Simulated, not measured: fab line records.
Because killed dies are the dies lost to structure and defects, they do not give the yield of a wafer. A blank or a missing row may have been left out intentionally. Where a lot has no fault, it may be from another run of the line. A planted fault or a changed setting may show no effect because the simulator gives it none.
What tool caused it? | flow gf180mcu | 18 wafers from 6 lots sampled at 3 of the route's 602 steps

## WHAT THE GAUGES READ, wafer by wafer
GF_M1_RS_MEAS_05: uses a four-point probe to measure.
lot  | measured     | on            | M1_ALCU_RS (ohm/sq)
L516 | day 16 22:45 | film-metro-01 | 0.0703 0.0697 0.0698
L522 | day 18 20:50 | film-metro-03 | 0.0703 0.0704 0.0708
L524 | day 19 02:13 | film-metro-03 | 0.0696 0.0698 0.0689
L528 | day 20 16:59 | film-metro-02 | 7.1747 7.1416 7.1501
L533 | day 22 13:46 | film-metro-02 | 0.0699 0.0702 0.0698
L534 | day 23 03:34 | film-metro-01 | 0.0693 0.0685 0.0693

## WHICH TOOL RAN EACH LOT (tool, then ch and the chambers of the sampled wafers, then the start)
lot  | GF_CONTACT_CVD_24             | GF_M1_SPUTTER_02
L516 | cvd-w-01 ch 0, day 16 21:49   | pvd-sputter-01, day 16 22:38
L522 | cvd-w-02 ch 0,1, day 18 19:47 | pvd-sputter-03, day 18 20:45
L524 | cvd-w-01 ch 0,1, day 19 01:23 | pvd-sputter-03, day 19 02:06
L528 | cvd-w-01 ch 0,1, day 20 16:10 | pvd-sputter-01, day 20 16:53
L533 | cvd-w-01 ch 0,1, day 22 12:58 | pvd-sputter-04, day 22 13:40
L534 | cvd-w-02 ch 0,1, day 23 02:46 | pvd-sputter-03, day 23 03:29
- GF_CONTACT_CVD_24: deposits W, target thk 300 nm, time 90.339 s.
- GF_M1_SPUTTER_02: material AlCu, target thk 450 nm, time 23.9 s.

## THE ANSWER, worked out from the rows above alone
Rule: the usual values come from the lots themselves. The widest of any qualifying gaps counts: lots, ordered by their means at a reading, are off when they make up no more than a third of the lots, leave a main group of 4 or more, and stand apart from it by 3 or more times the standard deviation of that group's means. A main group whose means are all the same, to the digits that the tables above print for the reading, isn't used. Also off: a lot with no number at a reading for which 4 or more lots have one. Any other lot the step has rows for is counted as sound.
Off: at GF_M1_RS_MEAS_05 (M1_ALCU_RS), L528. For the main group the mean is 0.0698 ohm/sq and the standard deviation 0.0005.
A tool fits if, at a process step before that reading, it ran every lot that is off, and no sound lot after the first of them. Gauges at GF_M1_RS_MEAS_05: tried the same way as those tools. One fits: GF_M1_SPUTTER_02 on pvd-sputter-01. A fault onset in the window from L516 (day 16 22:38, its last sound lot) to L528 (day 20 16:53, its first lot off) fits.

## WHAT THE SIMULATOR HAD INSERTED
Skipped step whole: pvd-sputter-01, from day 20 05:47 on, at GF_M1_SPUTTER_02. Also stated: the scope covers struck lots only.
Shown lots that were struck: L528. The rule given above showed the same thing.
